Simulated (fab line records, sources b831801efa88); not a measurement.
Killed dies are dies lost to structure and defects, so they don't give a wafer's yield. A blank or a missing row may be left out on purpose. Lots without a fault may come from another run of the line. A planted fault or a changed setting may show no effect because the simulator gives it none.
Which tool did it? | flow sky130 | 12 lots, 36 wafers sampled, at 6 steps of a route of 708

WHAT THE GAUGES READ, wafer by wafer
SKY_SD_P_TW_MEAS_11. Usual: SD_P_TW 2818, standard deviation 26.
lot  | measured     | on            | SD_P_TW        | flag
L358 | day 25 13:03 | film_metro-03 | 2805 2799 2815 |
L360 | day 26 14:52 | film_metro-03 | 2802 2796 2807 |
L363 | day 27 11:42 | film_metro-02 | 2810 2804 2813 |
L365 | day 27 22:06 | film_metro-02 | 2811 2809 2806 |
L370 | day 29 09:11 | film_metro-04 | 2853 2847 2854 |
L371 | day 29 21:29 | film_metro-04 | 2862 2867 2834 |
L372 | day 30 04:31 | film_metro-03 | 2800 2804 2802 |
L375 | day 31 07:22 | film_metro-02 | 2807 2799 2797 |
L377 | day 31 20:20 | film_metro-04 | 2850 2865 2864 |
L379 | day 32 13:03 | film_metro-02 | 2802 2787 2798 |
L380 | day 32 17:54 | film_metro-04 | 2865 2846 2848 |
L381 | day 33 03:35 | film_metro-02 | 2821 2808 2819 |

SKY_SD_N_RS_MEAS_16: measures by four-point-probe. Usual: SD_N_RS 68.55 ohm/sq, standard deviation 0.15.
lot  | measured     | on            | SD_N_RS (ohm/sq)  | flag
L358 | day 27 23:10 | film_metro-04 | 68.57 68.67 68.79 |
L360 | day 29 01:16 | film_metro-04 | 68.68 68.58 68.53 |
L363 | day 29 21:19 | film_metro-03 | 68.41 68.47 68.26 |
L365 | day 30 07:05 | film_metro-04 | 68.50 68.60 68.70 |
L370 | day 31 17:01 | film_metro-04 | 71.82 71.86 71.87 | OFF
L371 | day 32 05:30 | film_metro-02 | 68.30 68.37 68.38 |
L372 | day 32 11:06 | film_metro-04 | 72.01 72.02 72.06 | OFF
L375 | day 33 13:21 | film_metro-04 | 68.54 68.64 68.61 |
L377 | day 34 01:13 | film_metro-03 | 68.33 68.34 68.33 |
L379 | day 34 19:52 | film_metro-02 | 68.33 68.43 68.42 |
L380 | day 34 23:13 | film_metro-04 | 68.62 68.77 68.69 |
L381 | day 35 09:14 | film_metro-04 | 68.66 68.63 68.37 |

SKY_SD_N_RS_MEAS_17: measures by four-point-probe. Usual: SD_P_RS 147.0 ohm/sq, standard deviation 0.46.
lot  | measured     | on            | SD_P_RS (ohm/sq)  | flag
L358 | day 27 23:17 | film_metro-04 | 147.1 147.9 147.1 |
L360 | day 29 01:23 | film_metro-04 | 147.2 146.9 146.9 |
L363 | day 29 21:26 | film_metro-03 | 146.8 146.2 146.4 |
L365 | day 30 07:13 | film_metro-04 | 147.2 147.5 147.0 |
L370 | day 31 17:08 | film_metro-04 | 165.4 165.3 165.7 | OFF
L371 | day 32 05:37 | film_metro-02 | 146.3 146.6 146.8 |
L372 | day 32 11:13 | film_metro-04 | 166.1 166.2 166.4 | OFF
L375 | day 33 13:28 | film_metro-04 | 147.8 147.0 147.6 |
L377 | day 34 01:20 | film_metro-03 | 146.1 146.5 146.6 |
L379 | day 34 19:59 | film_metro-02 | 146.7 146.7 147.3 |
L380 | day 34 23:20 | film_metro-04 | 147.4 147.8 147.6 |
L381 | day 35 09:21 | film_metro-04 | 146.6 147.1 146.6 |

SKY_SD_N_RS_MEAS_18: measures by four-point-probe. Usual: RES_XHIGH_RS 332.9 ohm/sq, standard deviation 1.3.
lot  | measured     | on            | RES_XHIGH_RS (ohm/sq) | flag
L358 | day 27 23:24 | film_metro-04 | 331.9 331.8 333.4     |
L360 | day 29 01:31 | film_metro-04 | 333.7 333.2 333.1     |
L363 | day 29 21:34 | film_metro-03 | 333.2 334.2 334.2     |
L365 | day 30 07:20 | film_metro-04 | 333.7 333.3 333.1     |
L370 | day 31 17:15 | film_metro-04 | 336.0 336.2 335.3     |
L371 | day 32 05:44 | film_metro-02 | 330.9 330.1 329.1     |
L372 | day 32 11:20 | film_metro-04 | 333.4 332.6 333.4     |
L375 | day 33 13:35 | film_metro-04 | 332.5 333.7 332.4     |
L377 | day 34 01:27 | film_metro-03 | 332.2 332.3 332.1     |
L379 | day 34 20:07 | film_metro-02 | 332.9 332.5 333.8     |
L380 | day 34 23:27 | film_metro-04 | 333.7 333.7 334.5     |
L381 | day 35 09:28 | film_metro-04 | 335.0 334.2 334.4     |

SKY_LI_CONTACT_BOW_MEAS_03. Usual: LI_CONTACT_BOW 56 um, standard deviation 7.2.
lot  | measured     | on            | LI_CONTACT_BOW (um) | flag
L358 | day 28 00:00 | film_metro-04 | 45 58 59            |
L360 | day 29 02:07 | film_metro-03 | 42 54 63            |
L363 | day 29 22:10 | film_metro-04 | 55 56 45            |
L365 | day 30 07:56 | film_metro-04 | 57 56 56            |
L370 | day 31 17:51 | film_metro-02 | 58 63 45            |
L371 | day 32 06:20 | film_metro-03 | 54 59 50            |
L372 | day 32 11:56 | film_metro-04 | 58 52 53            |
L375 | day 33 14:11 | film_metro-02 | 46 58 53            |
L377 | day 34 02:03 | film_metro-02 | 59 50 61            |
L379 | day 34 20:43 | film_metro-03 | 54 65 46            |
L380 | day 35 00:03 | film_metro-04 | 50 68 60            |
L381 | day 35 10:07 | film_metro-04 | 44 52 48            |

WHICH TOOL RAN EACH LOT (tool, then ch and the chambers of the sampled wafers, then the start)
lot  | SKY_SD_N_RTA_14
L358 | rtp_anneal-01 ch 0, day 27 22:59
L360 | rtp_anneal-01 ch 0, day 29 01:04
L363 | rtp_anneal-02 ch 0, day 29 21:05
L365 | rtp_anneal-02 ch 0, day 30 06:52
L370 | rtp_anneal-01 ch 0, day 31 16:50
L371 | rtp_anneal-02 ch 0, day 32 05:19
L372 | rtp_anneal-01 ch 0, day 32 10:55
L375 | rtp_anneal-02 ch 0, day 33 13:09
L377 | rtp_anneal-02 ch 0, day 34 01:02
L379 | rtp_anneal-02 ch 0, day 34 19:42
L380 | rtp_anneal-01 ch 0, day 34 23:02
L381 | rtp_anneal-02 ch 0, day 35 09:02
- SKY_SD_N_RTA_14: time 2 s.

WHAT THE TOOLS THEMSELVES READ (means of the sampled wafers that have a number; where no wafer has one, the mark that the record gives instead)
SKY_SD_N_RTA_14. Usual: lamp_power_pct 15.74 %, standard deviation 0.052; wafer_temp_C_max 1078.0, standard deviation 1.4.
lot  | tool          | lamp_power_pct (%) | wafer_temp_C_max | flag
L358 | rtp_anneal-01 | 15.74              | 1078.6           |
L360 | rtp_anneal-01 | 15.71              | 1078.4           |
L363 | rtp_anneal-02 | 15.79              | 1078.4           |
L365 | rtp_anneal-02 | 15.72              | 1077.7           |
L370 | rtp_anneal-01 | 15.03              | 1079.4           | OFF
L371 | rtp_anneal-02 | 15.76              | 1078.7           |
L372 | rtp_anneal-01 | 15.01              | 1077.7           | OFF
L375 | rtp_anneal-02 | 15.76              | 1077.7           |
L377 | rtp_anneal-02 | 15.74              | 1077.2           |
L379 | rtp_anneal-02 | 15.75              | 1077.2           |
L380 | rtp_anneal-01 | 15.76              | 1078.4           |
L381 | rtp_anneal-02 | 15.74              | 1077.3           |

THE ANSWER, worked out from the rows above alone
Rule: a lot is off if the mean of its wafers that have a number lies more than 3 standard deviations from the usual mean. A lot without any number at a reading at which 4 lots or more have one is off too. The other lots that the step has rows for count as sound. The gauges are gone through in route order, then the tools' own readings, and for those a lot's mean is taken as printed above. The first step at which some lot is off is used, and at that step the reading that is off furthest; a lot without a number counts as furthest.
Off: L370, L372, at SKY_SD_N_RS_MEAS_16 (SD_N_RS).
A tool fits if, at a process step before that reading, it ran every lot that is off, and no sound lot after the first of them. The gauges at SKY_SD_N_RS_MEAS_16 aren't tried: what is off there is off at SKY_SD_N_RTA_14 too, on other tools, and a gauge's error can't cause that. None of those tried fits.

WHAT THE SIMULATOR HAD PUT IN
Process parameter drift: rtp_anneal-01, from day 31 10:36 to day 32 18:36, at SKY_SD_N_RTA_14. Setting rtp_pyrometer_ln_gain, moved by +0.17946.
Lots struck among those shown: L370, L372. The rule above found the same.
